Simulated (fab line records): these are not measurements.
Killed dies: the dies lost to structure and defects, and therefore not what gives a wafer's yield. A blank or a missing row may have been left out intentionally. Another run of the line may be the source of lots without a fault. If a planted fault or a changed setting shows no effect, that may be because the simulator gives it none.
fab line records    flow sky130
[record] lots = 7  wafers = 21  lastDay = 50
route steps=708 shown VIA1@460 PAD_OPEN@708
lots that met no fault: from a run of the same line without faults
startH: hours from the record's opening day to when the first of the lot's shown wafers began    waitH: hours elapsed since this lot's preceding step    " same as the row above    L1.1+2: several wafers, shown together as one row    - no value, or no start was given    * or withheld: withheld    < > ~ a bound
route shown NAME@n: a module of which the file shows steps, and the number in the route of the first    usual: mean/standard deviation taken from wafers without a fault    same: alike in all rows    chamber/n: place in a boat    sites: readings site by site    _std_site: their standard deviation    _edge_site: inner sites' mean taken away from outer sites' mean    radiusMm: for every site, how far away it sits from the centre of the wafer    mask NAME#n: copy n    behind: the last tool/chamber to shape the wafer    hold: the reason the lot was held/the length of the hold in hours/how it ended    device: whichever transistor did not switch (one of n, p or np)    end of line: at the end of the route, the tests of the same wafers    step lacking rows: just its recipe    killed: not the wafer's yield, but the dies lost to structure and defects at the first sort    map: per-die view of a wafer (x killed, . not killed, _ where there is no die)
set.NAME: the setting as run; set.NAME@STEP: as run at that earlier step    model.NAME: the simulator's own value behind a step, which no gauge read
lots at selected steps of the route; one table per step, one row per wafer
services: the hour from which a tool's chamber was out of use, counted from the record's first day as startH (under 0 if before that day), plus the number of hours and why
[[steps]]
[step SKY_VIA1_CMP_02]
[recipe] material = SiO2  downForcePsi = 4  platenRpm = 60  padVelocityMS = 0.94248
[usual] motorCurrentA = 12.6/1.1
lot.wafer  tool    chamber  startH  waitH  motorCurrentA
L574.4     cmp-02  3        816.98  0.1    13.1
L574.2     "       0        "       "      11.1
L574.5     "       2        "       "      13.0
L575.3     cmp-01  3        817.33  0.1    12.7
L575.1     "       0        "       "      13.2
L575.4     "       1        "       "      10.9
L576.1     cmp-02  2        818.97  0.2    13.8
L576.5     "       3        "       "      12.9
L576.6     "       0        "       "      11.0
L584.4     cmp-01  3        894.69  0.0    11.8
L584.1     "       0        "       "      12.7
L584.3     "       2        "       "      11.7
L587.3     cmp-01  1        906.47  0.1    11.3
L587.4     "       2        "       "      12.0
L587.2     "       3        "       "      12.7
L590.4     cmp-01  1        930.65  0.1    10.4
L590.1     "       2        "       "      11.7
L590.5     "       0        "       "      12.8
L592.4     cmp-02  0        936.89  0.1    10.9
L592.3     "       2        "       "      13.4
L592.5     "       0        "       "      10.9
[step SKY_VIA1_BOW_MEAS_03]
[recipe] mode = bow
[usual] VIA1_BOW = 80/6.5
lot.wafer  tool          chamber  startH  waitH  VIA1_BOW[um]
L574.2     filmMetro-04  -        817.25  0.2    74
L574.4     "             -        "       "      79
L574.5     "             -        "       "      86
L575.1     filmMetro-01  -        817.58  0.1    71
L575.3     "             -        "       "      74
L575.4     "             -        "       "      77
L576.1     filmMetro-01  -        819.12  0.1    72
L576.5     "             -        "       "      72
L576.6     "             -        "       "      85
L584.1     filmMetro-04  -        894.99  0.2    80
L584.3     "             -        "       "      84
L584.4     "             -        "       "      84
L587.2     filmMetro-04  -        906.74  0.1    80
L587.3     "             -        "       "      84
L587.4     "             -        "       "      76
L590.1     filmMetro-01  -        930.85  0.1    71
L590.4     "             -        "       "      90
L590.5     "             -        "       "      84
L592.3     filmMetro-01  -        937.18  0.1    79
L592.4     "             -        "       "      79
L592.5     "             -        "       "      84
[step SKY_VIA1_DEHYDRATE_04]
[recipe] tempC = 200  timeS = 60
[step SKY_VIA1_HMDS_05]
[recipe] primeTimeS = 60  primeTempC = 120
[step SKY_VIA1_COAT_06]
[recipe] resist = BARC  tempC = withheld  timeS = withheld  spinRpm = 3000  resistThkNm = 60
[step SKY_VIA1_COAT_07]
[recipe] resist = KrF-thick  spinRpm = 3000  resistThkNm = 450
[step SKY_VIA1_SOFTBAKE_08]
[recipe] tempC = 100  timeS = 90  resist = KrF-thick
[step SKY_VIA1_EXPOSE_09]
[recipe] maskId = VIM  na = 0.8  sourceShape = annular  sigmaInner = 0.55  sigmaOuter = 0.85  targetCdNm = 150  doseMj = 38
[step SKY_VIA1_PEB_10]
[recipe] pebTempC = withheld  pebTimeS = withheld  resist = KrF-thick
[step SKY_VIA1_DEVELOP_11]
[recipe] developTimeS = 60  resist = KrF-thick  devTempC = 21
[step SKY_VIA1_CD_MEAS_12]
[recipe] targetCdNm = 150
[usual] cdNm = 150.0/1.4
lot.wafer  tool      chamber  startH  waitH  cdNm
L574.2     cdSem-01  -        843.10  -      148.9
L574.4     "         -        "       "      149.4
L574.5     "         -        "       "      151.0
L575.1     cdSem-01  -        844.03  -      148.5
L575.3     "         -        "       "      148.9
L575.4     "         -        "       "      148.6
L576.1     cdSem-01  -        845.88  -      150.2
L576.5     "         -        "       "      149.7
L576.6     "         -        "       "      150.9
L584.1     cdSem-02  -        919.58  -      151.1
L584.3     "         -        "       "      150.0
L584.4     "         -        "       "      151.3
L587.2     cdSem-01  -        931.55  -      151.1
L587.3     "         -        "       "      153.8
L587.4     "         -        "       "      151.3
L590.1     cdSem-02  -        956.37  -      148.3
L590.4     "         -        "       "      148.9
L590.5     "         -        "       "      150.0
L592.3     cdSem-02  -        962.46  -      148.4
L592.4     "         -        "       "      148.0
L592.5     "         -        "       "      148.5
[step SKY_VIA1_OVL_MEAS_13]
[usual] VIA1_OVL = 3/5.6
lot.wafer  tool        chamber  startH  waitH  VIA1_OVL[nm]
L574.2     overlay-02  -        843.20  0.1    5
L574.4     "           -        "       "      10
L574.5     "           -        "       "      5
L575.1     overlay-02  -        844.15  0.1    9
L575.3     "           -        "       "      9
L575.4     "           -        "       "      13
L576.1     overlay-01  -        846.00  0.1    11
L576.5     "           -        "       "      10
L576.6     "           -        "       "      7
L584.1     overlay-02  -        919.70  0.1    8
L584.3     "           -        "       "      9
L584.4     "           -        "       "      -1
L587.2     overlay-01  -        931.66  0.1    1
L587.3     "           -        "       "      6
L587.4     "           -        "       "      -4
L590.1     overlay-01  -        956.49  0.1    -3
L590.4     "           -        "       "      3
L590.5     "           -        "       "      -2
L592.3     overlay-01  -        962.55  0.1    0
L592.4     "           -        "       "      8
L592.5     "           -        "       "      3
[step SKY_VIA1_ETCH_14]
[recipe] chemistry = N2/H2  target = BARC  ionEnergyEv = 205.7  sourceW = 500  biasW = 100  pressureMtorr = 30  n2FlowSccm = 100  h2FlowSccm = 200  stopOn = SiO2  timeS = 45.9  targetDepthA = 600
[usual] drypumpMotorCurrentA = 5.9/0.47  h2FlowSccm = 200.0/0.55  oesProductAu = 0.855/0.0045  rfFwdPowerW = 495.5/2.1  throttleValvePct = 13.225/0.0087
lot.wafer  tool        chamber  startH  waitH  drypumpMotorCurrentA  h2FlowSccm  oesProductAu  rfFwdPowerW  rfHoursCounterH  throttleValvePct  model.KrF-thick_of_VIA1_COAT_07.thkNm
L574.2     rieDiel-01  1        843.23  0.0    5.4                   200.3       0.857         415.8        8                13.234            397.6
L574.4     "           0        "       "      5.9                   200.7       0.848         414.9        4                13.241            397
L574.5     "           0        "       "      5.9                   199.8       0.856         415.7        -                13.231            398.3
L575.1     rieDiel-01  2        844.18  0.0    5.0                   199.8       0.854         412.5        26               13.205            398.7
L575.3     "           3        "       "      6.3                   199.5       0.851         417.4        23               13.226            399.6
L575.4     "           1        "       "      5.4                   200.2       0.861         414.1        8                13.215            398.7
L576.1     rieDiel-01  1        846.03  0.0    5.4                   199.4       0.843         413.5        8                13.230            397.9
L576.5     "           2        "       "      5.0                   200.9       0.858         415.0        -                13.233            397.4
L576.6     "           1        "       "      5.4                   199.9       0.848         412.3        -                13.213            396.9
L584.1     rieDiel-04  0        919.73  0.0    6.2                   199.6       0.860         495.4        4                13.215            389.5
L584.3     "           3        "       "      6.0                   199.9       0.848         495.6        14               13.225            391.9
L584.4     "           2        "       "      5.8                   200.7       0.845         493.2        2                13.230            388.7
L587.2     rieDiel-01  1        931.69  0.0    5.4                   200.1       0.851         495.6        11               13.219            391.6
L587.3     "           0        "       "      5.9                   199.0       0.855         495.6        7                13.233            390.6
L587.4     "           0        "       "      5.9                   200.0       0.864         495.6        -                13.228            389.7
L590.1     rieDiel-03  2        956.52  0.0    5.4                   200.7       0.859         497.3        11               13.212            393.4
L590.4     "           2        "       "      5.4                   200.7       0.861         493.3        -                13.217            394.2
L590.5     "           1        "       "      6.1                   199.4       0.855         492.8        -                13.234            393.4
L592.3     rieDiel-01  1        962.57  0.0    5.4                   199.7       0.858         495.0        12               13.247            392.3
L592.4     "           0        "       "      5.9                   200.8       0.850         493.7        8                13.234            392.5
L592.5     "           3        "       "      6.4                   200.4       0.855         496.6        -                13.216            391
[step SKY_VIA1_ETCH_15]
[recipe] target = SiO2  chemistry = C4F8/O2/Ar  targetDepthNm = 351  stopOn = TiN  maskMaterial = KrF-thick  sourceW = 1500  biasW = 1200  pressureMtorr = 40  c4f8FlowSccm = withheld  O2_flow_sccm = 6  Ar_flow_sccm = 300  timeS = 54
[usual] oesProductAu = 0.983/0.006  rfFwdPowerW = 1487/6.2
lot.wafer  tool        chamber  startH  waitH  oesProductAu  rfFwdPowerW  rfHoursCounterH  model.KrF-thick_of_VIA1_COAT_07.thkNm
L574.2     rieDiel-01  1        843.28  0.0    0.988         1478         8                327.3
L574.4     "           0        "       "      0.986         1487         4                325.6
L574.5     "           0        "       "      0.982         1484         -                326.2
L575.1     rieDiel-01  2        844.23  0.0    0.979         1487         26               328.3
L575.3     "           3        "       "      0.983         1493         23               328.3
L575.4     "           1        "       "      0.973         1489         8                328.4
L576.1     rieDiel-01  1        846.08  0.0    0.981         1483         9                326.6
L576.5     "           2        "       "      0.980         1492         -                326.4
L576.6     "           1        "       "      0.993         1484         -                325.9
L584.1     rieDiel-04  0        919.78  0.0    0.993         1488         4                317.8
L584.3     "           3        "       "      0.979         1493         14               322.8
L584.4     "           2        "       "      0.989         1485         2                317.1
L587.2     rieDiel-01  1        931.73  0.0    0.980         1485         11               321
L587.3     "           0        "       "      0.990         1498         7                317.8
L587.4     "           0        "       "      0.987         1495         -                316.6
L590.1     rieDiel-03  2        956.57  0.0    0.988         1487         11               324.6
L590.4     "           2        "       "      0.986         1488         -                325.4
L590.5     "           1        "       "      0.969         1479         -                323.8
L592.3     rieDiel-01  1        962.62  0.0    0.985         1477         12               322.9
L592.4     "           0        "       "      0.985         1486         8                321.3
L592.5     "           3        "       "      0.978         1491         -                320.6
[step SKY_VIA1_STRIP_16]
[recipe] chemistry = O2/N2  powerW = 1400  pressureMtorr = 1500  platenTempC = withheld  o2FlowSccm = 3000  n2FlowSccm = 300  overashFraction = 0.5
[usual] drypumpMotorCurrentA = 5.6/0.33  oesProductAu = 0.414/0.0045  stripTimeToEndpointS = 4.440/0.026
lot.wafer  tool            chamber  startH  waitH  drypumpMotorCurrentA  oesProductAu  rfHoursCounterH  stripTimeToEndpointS
L574.2     plasmaAsher-03  1        843.32  0.0    6.1                   0.414         71               4.490
L574.4     "               0        "       "      5.7                   0.416         -                4.488
L574.5     "               0        "       "      5.7                   0.420         -                4.489
L575.1     plasmaAsher-02  1        844.27  0.0    5.9                   0.417         10               4.518
L575.3     "               1        "       "      5.9                   0.416         -                4.512
L575.4     "               0        "       "      5.1                   0.413         -                4.525
L576.1     plasmaAsher-03  1        846.12  0.0    6.1                   0.424         71               4.510
L576.5     "               0        "       "      5.7                   0.420         -                4.495
L576.6     "               1        "       "      6.0                   0.420         -                4.501
L584.1     plasmaAsher-01  0        919.82  0.0    5.6                   0.410         47               4.409
L584.3     "               1        "       "      5.2                   0.419         -                4.462
L584.4     "               0        "       "      5.6                   0.412         -                4.402
L587.2     plasmaAsher-02  1        931.78  0.0    5.9                   0.416         19               4.433
L587.3     "               1        "       "      5.9                   0.408         -                4.408
L587.4     "               0        "       "      5.2                   0.415         -                4.393
L590.1     plasmaAsher-03  1        956.61  0.0    6.1                   0.415         82               4.477
L590.4     "               1        "       "      6.0                   0.414         -                4.498
L590.5     "               1        "       "      6.1                   0.415         -                4.479
L592.3     plasmaAsher-01  1        962.70  0.1    5.2                   0.419         -                4.461
L592.4     "               0        "       "      5.5                   0.416         -                4.445
L592.5     "               1        "       "      5.2                   0.416         -                4.430
[step SKY_PAD_OPEN_PROBE_99]
[usual] defectLimitedYield = 82.3/2.1  killed_at_M0_to_M3 = 44/7.3  killed_at_M4_up = 3.3/1.8  killedAtContacts = 24/5.3  killedAtFrontEnd = 16/5  killedAtOther = 0.2/0.51  killedDies = 87/10  killedOpen = 47/7.5  killedShort = 40/6.3  sort_bin_3_pad_short = 0.9/0.41  sort_bin_5_function = 10.5/1.6  sort_bin_6_memory = 6.3/1.2  sortNPass = 405/10  sortYieldPct = 82.3/2.1
[same] grossDies = 492  killedAtBackSide = 0  sort_bin_4_leakage[%] = 0  sort_bin_8_speed[%] = 0
lot.wafer  tool       chamber  startH   waitH  defectLimitedYield[%]  killed_at_M0_to_M3  killed_at_M4_up  killedAtContacts  killedAtFrontEnd  killedAtOther  killedDies  killedOpen  killedShort  sort_bin_3_pad_short[%]  sort_bin_5_function[%]  sort_bin_6_memory[%]  sortNPass  sortYieldPct[%]
L575.1     prober-01  -        1121.29  0.1    82.7                   37                  5                28                15                0              85          46          39           0.8                      10.4                    6.1                   407        82.7
L575.3     prober-01  -        1121.39  0.2    85.8                   36                  5                19                10                0              70          42          28           0.6                      9.8                     3.9                   422        85.8
L575.4     prober-01  -        1121.44  0.2    85.8                   31                  1                21                17                0              70          37          33           0.8                      7.9                     5.5                   422        85.8
L587.2     prober-02  -        1182.31  0.1    83.3                   40                  2                29                11                0              82          46          36           0.6                      10.8                    5.3                   410        83.3
L587.3     prober-02  -        1182.36  0.2    82.9                   45                  3                20                16                0              84          48          36           0.8                      8.9                     7.3                   408        82.9
L587.4     prober-02  -        1182.41  0.2    82.9                   35                  9                27                13                0              84          44          40           1.2                      9.1                     6.7                   408        82.9
// killed by level:class
L575.1 CONTACT:geometricParticle:open=10 CONTACT:geometricParticle:short=8 VIA1:geometricParticle:open=7 VIA3:geometricParticle:open=7 LI_CONTACT:geometricParticle:open=6 POLY_GATE:geometricParticle:short=4 METAL1:geometricParticle:short=4 VIA1:geometricParticle:short=4
L575.3 VIA1:geometricParticle:open=11 CONTACT:geometricParticle:open=8 VIA2:geometricParticle:open=7 METAL4:geometricParticle:short=5 LI_CONTACT:geometricParticle:short=4 LI_CONTACT:geometricParticle:open=4 METAL1:geometricParticle:short=4 VIA3:geometricParticle:open=4
L575.4 POLY_GATE:geometricParticle:open=7 CONTACT:geometricParticle:open=7 VIA1:geometricParticle:open=6 CONTACT:geometricParticle:short=5 VIA3:geometricParticle:open=5 METAL1:geometricParticle:short=4 METAL2:geometricParticle:short=3 LI_CONTACT:geometricParticle:open=3
L587.2 VIA1:geometricParticle:open=11 LI_CONTACT:geometricParticle:open=9 CONTACT:geometricParticle:open=9 CONTACT:geometricParticle:short=7 VIA3:geometricParticle:short=6 FIELD_ISO:geometricParticle:short=4 FIELD_ISO:geometricParticle:open=4 VIA2:geometricParticle:short=4
L587.3 VIA2:geometricParticle:open=12 METAL1:geometricParticle:short=8 LOCAL_INTERCONNECT:geometricParticle:short=7 VIA1:geometricParticle:open=7 FIELD_ISO:geometricParticle:open=6 CONTACT:geometricParticle:open=6 LI_CONTACT:geometricParticle:open=5 METAL2:geometricParticle:short=4
L587.4 CONTACT:geometricParticle:open=12 VIA1:geometricParticle:open=8 VIA3:geometricParticle:open=6 LI_CONTACT:geometricParticle:short=6 LI_CONTACT:geometricParticle:open=5 VIA2:geometricParticle:open=5 METAL4:geometricParticle:short=5 FIELD_ISO:geometricParticle:short=4
[[services]]
tool            chamber  startH  hours  kind
rieDiel-01      1        799.10  2.4    repair
cmp-01          -        805.76  1.3    repair
rieDiel-04      0        828.41  6.8    repair
cmp-02          -        832.83  4.5    repair
plasmaAsher-01  -        833.13  7.7    pm
cmp-02          -        837.77  9.1    pm
rieDiel-03      1        840.54  5.0    repair
rieDiel-04      -        842.36  15.6   pm
plasmaAsher-01  -        853.40  6.8    repair
cmp-01          -        857.19  9.5    pm
rieDiel-01      0        873.29  3.9    repair
rieDiel-04      2        877.99  6.4    repair
plasmaAsher-01  -        880.03  0.5    repair
rieDiel-01      -        912.95  0.8    repair
cmp-01          -        914.30  7.6    pm
cmp-01          -        921.89  4.0    pm
plasmaAsher-03  -        928.35  1.0    repair
cmp-02          -        931.82  4.7    repair
plasmaAsher-03  -        934.25  2.8    pm
plasmaAsher-01  -        934.33  1.2    repair
plasmaAsher-01  -        935.68  1.6    repair
rieDiel-03      3        936.06  7.0    repair
rieDiel-03      1        940.08  5.1    repair
rieDiel-01      2        952.14  4.3    repair
[[key]]
[firstSign] step = SKY_VIA1_ETCH_14  reading = rfFwdPowerW  direction = down  sigmas = 39  usual = 495.5  struck = 414.6
effect none on later readings
[modelEffect] step = SKY_VIA1_ETCH_14  value = KrF-thick_of_VIA1_COAT_07.thkNm  without = 391.6  struck = 398
[modelEffect] step = SKY_VIA1_ETCH_15  value = KrF-thick_of_VIA1_COAT_07.thkNm  without = 320.6  struck = 327
metAt SKY_VIA1_ETCH_14
struckWafers L574.2,L574.4,L574.5,L575.1,L575.3,L575.4,L576.1,L576.5,L576.6
[fault] kind = processParameterDrift  tool = rieDiel-01  chamber = -  onsetH = 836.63  steps = SKY_VIA1_ETCH_14  channel = sourceW  offset = -80  shape = step  endH = 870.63  actsIn = theseRecipesOnly  stated = 500
